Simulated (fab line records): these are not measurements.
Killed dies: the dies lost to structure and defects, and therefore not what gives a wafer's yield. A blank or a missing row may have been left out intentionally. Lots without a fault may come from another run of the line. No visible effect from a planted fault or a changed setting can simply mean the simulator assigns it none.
Commonality check across tools :: flow gf180mcu :: 13 lots and 39 wafers in the sample

## WHAT PROMPTED THE OPENING
GF_HV_LDD_TW_MEAS_38, reading HV_LDD_3_TW: flagged on 2 of 13 lots. Wafers without a fault read 1447, standard deviation 9.9.
Rule: a lot is flagged in two cases, either no wafer of it has a number, or all its wafers with numbers fall more than 4 standard deviations from that mean. The rest of the lots are taken to be sound.

lot: L518
measured: day 11 13:35
on: filmMetro-04
HV_LDD_3_TW, wafer by wafer: 1454 1448 1445
flag: 

lot: L519
measured: day 12 01:14
on: filmMetro-01
HV_LDD_3_TW, wafer by wafer: 1436 1439 1431
flag: 

lot: L520
measured: day 12 07:50
on: filmMetro-03
HV_LDD_3_TW, wafer by wafer: 1440 1445 1447
flag: 

lot: L523
measured: day 13 06:54
on: filmMetro-01
HV_LDD_3_TW, wafer by wafer: 1438 1438 1437
flag: 

lot: L524
measured: day 13 12:54
on: filmMetro-03
HV_LDD_3_TW, wafer by wafer: 1458 1457 1461
flag: 

lot: L528
measured: day 14 23:18
on: filmMetro-03
HV_LDD_3_TW, wafer by wafer: 1473 1470 1469
flag: 

lot: L530
measured: day 15 15:23
on: filmMetro-03
HV_LDD_3_TW, wafer by wafer: 1363 1363 1363
flag: FLAGGED

lot: L531
measured: day 15 19:53
on: filmMetro-03
HV_LDD_3_TW, wafer by wafer: 1358 1359 1363
flag: FLAGGED

lot: L534
measured: day 16 23:08
on: filmMetro-03
HV_LDD_3_TW, wafer by wafer: 1452 1458 1455
flag: 

lot: L535
measured: day 17 11:00
on: filmMetro-04
HV_LDD_3_TW, wafer by wafer: 1446 1451 1453
flag: 

lot: L537
measured: day 18 07:14
on: filmMetro-01
HV_LDD_3_TW, wafer by wafer: 1441 1437 1438
flag: 

lot: L539
measured: day 18 17:35
on: filmMetro-01
HV_LDD_3_TW, wafer by wafer: 1440 1445 1439
flag: 

lot: L540
measured: day 18 23:43
on: filmMetro-04
HV_LDD_3_TW, wafer by wafer: 1440 1443 1450
flag: 
On average the flagged lots' numbers are 1362, which is -86 against the usual, or -9 standard deviations.

## TOOL THAT RAN EACH LOT
The record keeps 1 process step preceding the reading, out of 602 steps on the route. Read each cell as the tool, then ch plus the chambers that the sampled wafers visited, then the start.
lot: L518
flag: 
GF_HV_LDD_IMPLANT_34: implanter-03 ch 0, day 11 13:03

lot: L519
flag: 
GF_HV_LDD_IMPLANT_34: implanter-03 ch 0, day 12 00:42

lot: L520
flag: 
GF_HV_LDD_IMPLANT_34: implanter-02 ch 0, day 12 07:17

lot: L523
flag: 
GF_HV_LDD_IMPLANT_34: implanter-02 ch 0, day 13 06:21

lot: L524
flag: 
GF_HV_LDD_IMPLANT_34: implanter-02 ch 0, day 13 12:22

lot: L528
flag: 
GF_HV_LDD_IMPLANT_34: implanter-03 ch 0, day 14 22:47

lot: L530
flag: FLAGGED
GF_HV_LDD_IMPLANT_34: implanter-02 ch 0, day 15 14:50

lot: L531
flag: FLAGGED
GF_HV_LDD_IMPLANT_34: implanter-02 ch 0, day 15 19:20

lot: L534
flag: 
GF_HV_LDD_IMPLANT_34: implanter-01 ch 0, day 16 22:35

lot: L535
flag: 
GF_HV_LDD_IMPLANT_34: implanter-01 ch 0, day 17 10:29

lot: L537
flag: 
GF_HV_LDD_IMPLANT_34: implanter-02 ch 0, day 18 06:43

lot: L539
flag: 
GF_HV_LDD_IMPLANT_34: implanter-03 ch 0, day 18 17:04

lot: L540
flag: 
GF_HV_LDD_IMPLANT_34: implanter-03 ch 0, day 18 23:10
What these steps do:
- GF_HV_LDD_IMPLANT_34
- GF_HV_LDD_TW_MEAS_38

## FLAGGED AGAINST TOTAL, ONE TOOL AT A TIME (gauges that did the reading follow at the end)
step: GF_HV_LDD_IMPLANT_34
tool: implanter-01
lots run: 2
flagged: 0
share of the flagged lots: none
sound lots run after its first flagged lot: -

step: GF_HV_LDD_IMPLANT_34
tool: implanter-02
lots run: 6
flagged: 2
share of the flagged lots: all
sound lots run after its first flagged lot: 1 (L537)

step: GF_HV_LDD_IMPLANT_34
tool: implanter-03
lots run: 5
flagged: 0
share of the flagged lots: none
sound lots run after its first flagged lot: -

step: GF_HV_LDD_TW_MEAS_38
tool: filmMetro-01
lots run: 4
flagged: 0
share of the flagged lots: none
sound lots run after its first flagged lot: -

step: GF_HV_LDD_TW_MEAS_38
tool: filmMetro-03
lots run: 6
flagged: 2
share of the flagged lots: all
sound lots run after its first flagged lot: 1 (L534)

step: GF_HV_LDD_TW_MEAS_38
tool: filmMetro-04
lots run: 3
flagged: 0
share of the flagged lots: none
sound lots run after its first flagged lot: -

## WHAT THE TABLE ALLOWS
Every flagged lot went through 2 rows of the table: implanter-02 at GF_HV_LDD_IMPLANT_34 and filmMetro-03 at GF_HV_LDD_TW_MEAS_38.
- implanter-02 at GF_HV_LDD_IMPLANT_34 ran 6 lots, 2 of them flagged. Sound lots ran on it after the first flagged one (L537), which a lasting fault on the whole tool wouldn't allow. Its own readings (doseIonsCm2, faradayCurrentUA) fall more than 4 standard deviations out on all wafers of the flagged lots.
- filmMetro-03 at GF_HV_LDD_TW_MEAS_38 ran 6 lots, 2 of them flagged. Sound lots ran on it after the first flagged one (L534), which a lasting fault on the whole tool wouldn't allow.
Every row of the table either missed a flagged lot or ran a sound lot after the first.

## WHAT WAS PUT IN BY THE SIMULATOR
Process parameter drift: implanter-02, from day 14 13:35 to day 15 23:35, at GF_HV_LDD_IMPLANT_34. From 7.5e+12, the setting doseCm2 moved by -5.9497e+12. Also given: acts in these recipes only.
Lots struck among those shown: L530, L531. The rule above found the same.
